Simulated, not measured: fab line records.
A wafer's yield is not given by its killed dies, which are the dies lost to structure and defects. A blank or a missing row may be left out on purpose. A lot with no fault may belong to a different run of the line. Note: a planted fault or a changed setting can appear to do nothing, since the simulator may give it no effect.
One fault through the eyes of 2 desks + flow sky130 + numbers are kept per desk, each desk with only its own; the story behind them comes last

FROM THE METROLOGY DESK
Means of the sampled wafers that have a number, per lot and without regard to the tool the lot ran on: this is what the gauges read. If a lot's mean is further than 4 standard deviations from the usual mean, the lot is out of limits and carries the mark OUT (the distance appears in the brackets).
Columns: A = DNWELL_TW at SKY_DNWELL_TW_MEAS_09, usual 1113; B = PWDE_OVL at SKY_PWDE_OVL_MEAS_07, usual -0.4 nm
| lot  | first seen here | A    | B    |
|------|-----------------|------|------|
| L173 | day 3 16:41     | 1105 | -0.8 |
| L181 | day 5 11:07     | 1118 | 0.3  |
| L185 | day 6 08:46     | 1104 | -0.3 |
| L186 | day 6 13:53     | 1112 | -2.1 |
| L188 | day 7 03:04     | 1103 | 0.7  |
| L189 | day 7 04:40     | 1112 | -0.0 |
| L194 | day 8 11:46     | 1111 | 1.1  |
Finding of this desk: none of the 7 lots has anything out of limits.

FOR THE TOOL OWNER'S DESK: implanter-03
The tool's own readings at SKY_PWDE_IMPLANT_08: means of the sampled wafers that have a number, for each lot that ran on this tool. If a lot's mean is further than 4 standard deviations from the usual mean, the lot is out of limits and carries the mark OUT (the distance appears in the brackets).
Columns: A = beam energy keV at SKY_PWDE_IMPLANT_08, usual 150.00
| lot  | first seen here | A                        |
|------|-----------------|--------------------------|
| L173 | day 4 08:58     | 150.01                   |
| L185 | day 7 03:24     | 128.03 (-99 or more) OUT |
| L188 | day 7 23:05     | 127.98 (-99 or more) OUT |
| L189 | day 8 01:10     | 127.97 (-99 or more) OUT |
This desk's finding: out of limits on L185, L188, L189; first on L185, day 7 03:24 (beam energy keV at SKY_PWDE_IMPLANT_08). Within limits: L173.

ALL TOGETHER
An alarm could have come from the tool owner's desk at day 7 03:24, on L185, L188, L189.
The metrology desk saw nothing out of limits.
The metrology desk has L185, L188, L189 on record, within its limits.
The lots listed all ran SKY_PWDE_IMPLANT_08 on implanter-03.

WHAT WAS PUT IN BY THE SIMULATOR
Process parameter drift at SKY_PWDE_IMPLANT_08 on implanter-03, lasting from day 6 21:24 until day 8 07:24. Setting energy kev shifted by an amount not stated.
Shown lots that were struck: L185, L188, L189.
Delay in hours, fault start to first out-of-limits reading, by desk: the tool owner's desk at 6.
